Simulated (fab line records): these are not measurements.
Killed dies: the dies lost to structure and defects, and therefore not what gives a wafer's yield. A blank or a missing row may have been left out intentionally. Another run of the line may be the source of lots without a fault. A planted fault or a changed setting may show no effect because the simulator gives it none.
Chamber matching :: flow gf180mcu :: cmp-02 running GF_V4_CMP_04: 4 sister chambers
The step polishes SiO2. 8 wafers are shown with their chamber, then 8 later ones without.

== WAFERS WITH THEIR CHAMBER ==
wafer: L489.1
chamber: 3
motor current A (A): 11.6
time to endpoint s (s): 75

wafer: L490.2
chamber: 3
motor current A (A): 12.4
time to endpoint s (s): 76

wafer: L496.1
chamber: 2
motor current A (A): 10.5
time to endpoint s (s): 78

wafer: L496.3
chamber: 0
motor current A (A): 10.6
time to endpoint s (s): 70

wafer: L496.6
chamber: 2
motor current A (A): 10.4
time to endpoint s (s): 87

wafer: L505.5
chamber: 0
motor current A (A): 10.7
time to endpoint s (s): 79

wafer: L505.6
chamber: 1
motor current A (A): 13.2
time to endpoint s (s): 77

wafer: L506.1
chamber: 1
motor current A (A): 13.8
time to endpoint s (s): 77

== WAFERS WHOSE CHAMBER IS MISSING ==
wafer: L506.3
motor current A (A): 10.5
time to endpoint s (s): 74

wafer: L506.6
motor current A (A): 12.0
time to endpoint s (s): 78

wafer: L507.3
motor current A (A): 12.1
time to endpoint s (s): 72

wafer: L507.4
motor current A (A): 13.3
time to endpoint s (s): 78

wafer: L507.6
motor current A (A): 11.5
time to endpoint s (s): 81

wafer: L508.4
motor current A (A): 10.5
time to endpoint s (s): 90

wafer: L508.5
motor current A (A): 10.3
time to endpoint s (s): 84

wafer: L508.6
motor current A (A): 13.6
time to endpoint s (s): 87

== THE CHAMBER EACH PASSED THROUGH ==
wafer: L506.3
from the rows above: can't be placed: 0 or 2
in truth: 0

wafer: L506.6
from the rows above: 3
in truth: 3

wafer: L507.3
from the rows above: 3
in truth: 3

wafer: L507.4
from the rows above: 1
in truth: 1

wafer: L507.6
from the rows above: can't be placed: 3 or 0 or 2
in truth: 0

wafer: L508.4
from the rows above: can't be placed: 2 or 0
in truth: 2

wafer: L508.5
from the rows above: can't be placed: 2 or 0
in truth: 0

wafer: L508.6
from the rows above: 1
in truth: 1
Correct placement for 4 of the 8. From these rows, 4 cannot be placed; in 4 the true chamber is one of the candidates. Placed wrongly: 0.
How it was worked out, from the rows above alone: a wafer's distance from a chamber is the root of the sum, over the readings, of the square of ((its reading less the chamber's mean) divided by the reading's scatter). If the next closest chamber is less than 2 further off than the closest, the wafer can't be placed; otherwise it belongs to the closest. A chamber's mean is the mean of its shown wafers. The scatter: the root of (the sum of the squares of (reading less its chamber's mean) over the shown wafers, divided by (wafers less chambers)).
